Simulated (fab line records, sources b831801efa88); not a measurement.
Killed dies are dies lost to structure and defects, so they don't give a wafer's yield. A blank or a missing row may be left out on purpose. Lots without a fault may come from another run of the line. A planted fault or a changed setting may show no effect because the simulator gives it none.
Tool commonality check | flow sky130 | 14 lots, 42 wafers sampled

WHY IT WAS OPENED
At SKY_VT_ADJUST_LVTN_TW_MEAS_10 the reading VT_ADJUST_LVTN_TW is flagged on 2 of 14 lots. Wafers without a fault read 244.8, standard deviation 2.4.
Rule: a lot is flagged when every wafer of it that has a number lies more than 4 standard deviations from that mean, or none has a number. The other lots count as sound.

lot  | measured     | on            | VT_ADJUST_LVTN_TW, wafer by wafer | flag
L860 | day 6 18:49  | film_metro-03 | 244.5 244.9 245.6                 |
L861 | day 7 05:00  | film_metro-01 | 245.5 244.9 245.3                 |
L862 | day 7 10:37  | film_metro-03 | 247.4 246.5 247.3                 |
L864 | day 7 22:19  | film_metro-01 | 243.4 244.9 243.6                 |
L865 | day 8 04:59  | film_metro-01 | 245.0 245.6 245.2                 |
L866 | day 8 11:24  | film_metro-03 | 245.3 245.5 245.7                 |
L868 | day 8 22:34  | film_metro-03 | 246.3 245.7 244.7                 |
L870 | day 9 15:16  | film_metro-03 | 245.4 245.7 246.6                 |
L873 | day 10 09:23 | film_metro-03 | 247.5 247.8 247.6                 |
L877 | day 11 15:37 | film_metro-03 | 247.3 247.7 248.8                 |
L878 | day 11 21:58 | film_metro-03 | 30.7 30.7 30.7                    | FLAGGED
L879 | day 12 02:04 | film_metro-01 | 30.4 30.4 30.3                    | FLAGGED
L881 | day 12 17:19 | film_metro-03 | 245.7 246.5 245.9                 |
L882 | day 13 20:51 | film_metro-03 | 244.4 245.5 245.5                 |
The numbers of the flagged lots are 30.5 on average: -214.3 against the usual, or -89 standard deviations.

WHICH TOOL RAN EACH LOT
The record holds 1 process step before the reading, out of a route of 708 steps. In each cell: the tool, then ch and the chambers that the sampled wafers went through, then the start.
lot  | flag    | SKY_VT_ADJUST_LVTN_DEVELOP_06
L860 |         | litho_track-02 ch 0, day 6 18:00
L861 |         | litho_track-01 ch 0, day 7 04:00
L862 |         | litho_track-01 ch 0, day 7 10:00
L864 |         | litho_track-02 ch 0, day 7 21:00
L865 |         | litho_track-04 ch 0, day 8 04:00
L866 |         | litho_track-02 ch 0, day 8 10:00
L868 |         | litho_track-02 ch 0, day 8 22:00
L870 |         | litho_track-01 ch 0, day 9 14:00
L873 |         | litho_track-01 ch 0, day 10 08:00
L877 |         | litho_track-04 ch 0, day 11 15:00
L878 | FLAGGED | litho_track-04 ch 0, day 11 21:00
L879 | FLAGGED | litho_track-04 ch 0, day 12 01:00
L881 |         | litho_track-01 ch 0, day 12 16:00
L882 |         | litho_track-02 ch 0, day 13 20:00
What these steps do:
- SKY_VT_ADJUST_LVTN_DEVELOP_06: develop time 60 s.
- SKY_VT_ADJUST_LVTN_TW_MEAS_10

FLAGGED OVER TOTAL, TOOL BY TOOL (the gauges that took the reading come last)
step                          | tool           | lots run | flagged | share of the flagged lots | sound lots run after its first flagged lot
SKY_VT_ADJUST_LVTN_DEVELOP_06 | litho_track-01 | 5        | 0       | none                      | -
SKY_VT_ADJUST_LVTN_DEVELOP_06 | litho_track-02 | 5        | 0       | none                      | -
SKY_VT_ADJUST_LVTN_DEVELOP_06 | litho_track-04 | 4        | 2       | all                       | 0
SKY_VT_ADJUST_LVTN_TW_MEAS_10 | film_metro-01  | 4        | 1       | some                      | 0
SKY_VT_ADJUST_LVTN_TW_MEAS_10 | film_metro-03  | 10       | 1       | some                      | 2 (L881,L882)

WHAT THE TABLE ALLOWS
1 row of the table ran every flagged lot: litho_track-04 at SKY_VT_ADJUST_LVTN_DEVELOP_06.
- litho_track-04 at SKY_VT_ADJUST_LVTN_DEVELOP_06: 2 of its 4 lots flagged. Its last sound lot is L877 (day 11 15:00), its first flagged lot L878 (day 11 21:00): a fault that began between those two fits.
One tool is left: litho_track-04 at SKY_VT_ADJUST_LVTN_DEVELOP_06.

WHAT THE SIMULATOR HAD PUT IN
Process parameter drift: litho_track-04, from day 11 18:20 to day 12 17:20, at SKY_VT_ADJUST_LVTN_DEVELOP_06. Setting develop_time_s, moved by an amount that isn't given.
Lots struck among those shown: L878, L879. The rule above found the same.
